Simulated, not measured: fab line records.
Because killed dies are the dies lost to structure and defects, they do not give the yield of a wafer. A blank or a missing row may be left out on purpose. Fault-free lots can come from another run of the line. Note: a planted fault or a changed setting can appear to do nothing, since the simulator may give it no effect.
Matching of chambers	flow sky130	cmp-01 running SKY_VIA2_CMP_02: 4 sister chambers
The step polishes SiO2. 4 wafers are shown with their chamber, then 7 later ones without.

WAFERS WITH THEIR CHAMBER
wafer	chamber	motor-current-A (A)
L196.2	1	12.3
L198.4	0	12.1
L198.5	2	11.6
L201.5	3	12.3

WAFERS WHOSE CHAMBER IS MISSING
wafer	motor-current-A (A)
L201.6	12.6
L211.1	12.8
L211.3	12.6
L211.4	11.4
L213.1	12.2
L213.2	11.9
L213.3	12.1

WHICH CHAMBER EACH WENT THROUGH
wafer	from the rows above	in truth
L201.6	can't be placed: 1 or 3 or 0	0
L211.1	can't be placed: 1 or 3 or 0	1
L211.3	can't be placed: 1 or 3 or 0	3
L211.4	can't be placed: 2 or 0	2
L213.1	can't be placed: 0 or 1 or 3 or 2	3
L213.2	can't be placed: 0 or 2 or 1 or 3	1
L213.3	can't be placed: 0 or 1 or 3 or 2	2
Placed correctly: 0 of 7. Can't be placed from these rows: 7 (the true chamber is among the candidates in 7). Number placed wrongly: 0.
How it was worked out, from the rows above alone: a wafer's distance from a chamber is the root of the sum, over the readings, of the square of ((its reading less the chamber's mean) divided by the reading's scatter). The wafer belongs to the nearest chamber; if the next one is less than 2 further off, it can't be placed. The mean given for a chamber averages the wafers shown for that chamber. The scatter: root of mean squared gap, hidden wafer to nearest shown wafer, with one shown wafer a chamber.
